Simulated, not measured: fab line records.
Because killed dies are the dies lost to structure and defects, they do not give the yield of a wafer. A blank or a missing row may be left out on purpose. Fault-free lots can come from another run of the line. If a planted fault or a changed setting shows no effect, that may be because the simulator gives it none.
8D (eight disciplines) problem report, filled in by code + flow sky130 + the parts of the form that need people (team, actions taken, sign-off) are left out

== 1. WHAT IS WRONG ==
Mean of beamEnergyKeV at SKY_PWDE_IMPLANT_08: 139.51 across 9 wafers in 3 lots; on wafers with no fault it is 150.01 (standard deviation 0.047). That is -99 or more standard deviations from the usual mean.
Earliest sighting: wafer L364.2 on implanter-01 at day 6 13:31. Wafers with a number at this step in the record: 21, from 7 lots. The rule behind "out" and "out of limits": a value lying over 4 standard deviations away from the usual mean. Any other wafer with a number is counted as sound.

== 2. WHAT IT IS, AND WHAT IT ISN'T ==
| question                    | is                     | is not                                                                   |
|-----------------------------|------------------------|--------------------------------------------------------------------------|
| which readings at this step | beamEnergyKeV          | -                                                                        |
| which lots                  | L364, L365, L366       | L356, L361, L369, L376                                                   |
| which wafers of those lots  | all that have a number | -                                                                        |
| read on which tools         | implanter-01           | implanter-02, implanter-03                                               |
| when                        | from day 6 13:31       | up to then (6 sound wafers); but 6 sound wafers of L369, L376 came after |

== 3. SUSPECTS, AND WHAT RULES EACH OUT ==
Counting: a tool at any process step up to the reading remains a suspect when it ran all the lots that are out and ran no sound lot after the first of those.
- plasmaAsher-02 at SKY_DNWELL_STRIP_08 (strips in O2/N2): kept. It processed each lot that is out, first L364 at day 5 18:34, and no sound lot thereafter; up to then, the last sound lot it processed was L361 at day 4 23:56.
- implanter-01 at SKY_PWDE_IMPLANT_08: kept. It processed each lot that is out, first L364 at day 6 13:31, and no sound lot thereafter; up to then, the last sound lot it processed was L361 at day 5 16:53. Its own beamEnergyKeV readings are out on those wafers.
After counting, plasmaAsher-02 at SKY_DNWELL_STRIP_08 and implanter-01 at SKY_PWDE_IMPLANT_08 remain.

== 4. THE CAUSE (what the simulator had put in) ==
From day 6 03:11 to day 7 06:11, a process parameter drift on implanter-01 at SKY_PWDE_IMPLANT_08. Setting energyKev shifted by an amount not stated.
Counting left 2 suspects, and this tool is among them.

== 5. THE CHAIN OF EFFECTS, in route order ==
One row per reading whose mean, taken over the struck wafers that have a number, lies over 3 standard deviations from the usual. Readings are gone through only where the record gives a usual standard deviation; hours: the median, over the lots, of the time from a lot's start at the first step in this table giving one to that lot's start at this step; sigmas: the change measured in usual standard deviations.
| hours | step                | reading       | usual  | on struck wafers | change | sigmas      |
|-------|---------------------|---------------|--------|------------------|--------|-------------|
| 0     | SKY_PWDE_IMPLANT_08 | beamEnergyKeV | 150.01 | 139.51           | -10.50 | -99 or more |
Process steps it contains:
- SKY_PWDE_IMPLANT_08

== 6. HOW IT WOULD HAVE BEEN CAUGHT EARLIER ==
In this record the first reading out of limits was taken at day 6 13:31, 10 hours after the fault began at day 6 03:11.
